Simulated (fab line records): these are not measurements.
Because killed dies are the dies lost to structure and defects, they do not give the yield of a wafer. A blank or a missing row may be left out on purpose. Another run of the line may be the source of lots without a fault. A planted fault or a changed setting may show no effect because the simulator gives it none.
What tool caused it?	flow sky130	18 wafers sampled from 6 lots at 1 step of a route of 708

== WHAT THE GAUGES SHOWED, per wafer ==
SKY_POLY_CUT_CD_MEAS_08: target cd 270 nm.
lot	measured	on	cdNm (nm)
L324	day 24 12:25	cdSem-02	268.6 269.2 270.5
L326	day 25 07:05	cdSem-02	267.2 267.8 268.0
L331	day 27 02:40	cdSem-02	271.1 270.8 270.4
L333	day 27 19:05	cdSem-01	269.3 269.5 269.0
L334	day 28 18:01	cdSem-02	270.0 269.0 270.3
L336	day 29 14:25	cdSem-01	270.2 271.9 270.0

== TOOL THAT RAN EACH LOT (tool first, then ch and the chambers of the sampled wafers, then the start) ==
Record: no process step prior to these readings.

== THE ANSWER, worked out from the rows above alone ==
Rule: what is usual is taken from the lots themselves. The widest of any qualifying gaps counts: lots, ordered by their means at a reading, are off when they make up no more than a third of the lots, leave a main group of 4 or more, and stand apart from it by 3 or more times the standard deviation of that group's means. A main group whose means are all the same, to the digits that the tables above print for the reading, isn't used. A lot without any number at a reading at which 4 lots or more have one is off too. The other lots that the step has rows for count as sound.
Nothing can be told from this: no lot is off at any reading shown.

== WHAT THE SIMULATOR HAD INSERTED ==
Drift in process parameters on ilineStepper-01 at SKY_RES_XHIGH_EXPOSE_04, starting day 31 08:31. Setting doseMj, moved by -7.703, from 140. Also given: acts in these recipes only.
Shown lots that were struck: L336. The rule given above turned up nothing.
